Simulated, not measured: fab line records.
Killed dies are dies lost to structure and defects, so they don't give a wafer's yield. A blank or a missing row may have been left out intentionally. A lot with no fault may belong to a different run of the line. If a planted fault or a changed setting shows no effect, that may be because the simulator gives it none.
One fault through the eyes of 2 desks + flow sky130 + only its own numbers are on each desk; what lay behind them is given at the end

THE METROLOGY DESK
What the gauges read, lot by lot, whatever tool the lot ran on: means of the sampled wafers that have a number. A lot is out of limits, marked OUT, if its mean lies more than 4 standard deviations from the usual mean; the brackets give that distance.
Columns: A = CONTACT_OVL at SKY_CONTACT_OVL_MEAS_15, usual 1 nm; B = CONTACT_W_RS at SKY_CONTACT_RS_MEAS_25, usual 0.339 ohm/sq; C = CONTACT_W_THK at SKY_CONTACT_THK_MEAS_26, usual 342 nm; D = METAL1_ALCU_RS at SKY_METAL1_RS_MEAS_05, usual 0.1268 ohm/sq
| lot  | first seen here | A  | B                | C   | D      |
|------|-----------------|----|------------------|-----|--------|
| L736 | day 31 12:43    | 8  | 0.340            | 337 | 0.1279 |
| L737 | day 32 01:38    | -1 | 0.337            | 350 | 0.1277 |
| L738 | day 32 14:05    | 0  | 0.343            | 337 | 0.1258 |
| L739 | day 32 21:59    | 6  | 0.341            | 345 | 0.1258 |
| L742 | day 33 14:26    | 3  | 0.346            | 338 | 0.1278 |
| L745 | day 34 11:28    | 5  | 0.338            | 347 | 0.1258 |
| L746 | day 35 07:03    | -2 | 0.338            | 343 | 0.1275 |
| L747 | day 35 14:03    | 6  | 0.341            | 337 | 0.1265 |
| L752 | day 36 18:39    | -6 | 0.350            | 332 | 0.1260 |
| L754 | day 37 04:43    | -2 | 0.348            | 336 | 0.1250 |
| L756 | day 37 14:20    | -2 | 0.357 (+4.6) OUT | 326 | 0.1277 |
| L758 | day 37 23:34    | -7 | 0.337            | 341 | 0.1247 |
This desk's result: L756 out of limits, first on L756 (CONTACT_W_RS at SKY_CONTACT_RS_MEAS_25), day 37 15:19. L736, L737, L738, L739, L742, L745, L746, L747, L752, L754, L758 stayed within limits.

FOR THE TOOL OWNER'S DESK: cvdW-01
The tool's own readings at SKY_CONTACT_CVD_24 (deposits W, target thk 340 nm, time 102.12 s): means of the sampled wafers that have a number, for each lot that ran on this tool. A lot is out of limits, marked OUT, if its mean lies more than 4 standard deviations from the usual mean; the brackets give that distance.
Columns: A = heaterPowerW at SKY_CONTACT_CVD_24, usual 865 W; B = susceptorTempC at SKY_CONTACT_CVD_24, usual 399.96 C
| lot  | first seen here | A   | B      |
|------|-----------------|-----|--------|
| L738 | day 32 14:58    | 866 | 399.89 |
| L739 | day 32 22:50    | 901 | 399.93 |
| L745 | day 34 12:19    | 869 | 399.93 |
| L747 | day 35 14:56    | 815 | 400.06 |
| L752 | day 36 19:32    | 824 | 399.95 |
| L754 | day 37 05:34    | 856 | 399.83 |
| L756 | day 37 15:13    | 852 | 399.88 |
This desk's verdict: no lot among the 7 shows anything out of limits.

ALL TOGETHER
The metrology desk could have raised an alarm at day 37 15:19, on L756.
The desk of the tool owner found nothing out of limits.
The tool owner's desk has L756 on record, within its limits.
Of the lots named, all ran SKY_CONTACT_CVD_24 on cvdW-01.

WHAT THE SIMULATOR HAD INSERTED
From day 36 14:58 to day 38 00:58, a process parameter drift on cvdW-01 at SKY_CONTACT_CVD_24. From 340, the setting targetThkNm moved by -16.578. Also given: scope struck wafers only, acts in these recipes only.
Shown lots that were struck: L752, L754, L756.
Time in hours between the start of the fault and the first out-of-limits reading at each desk: metrology desk, 24.
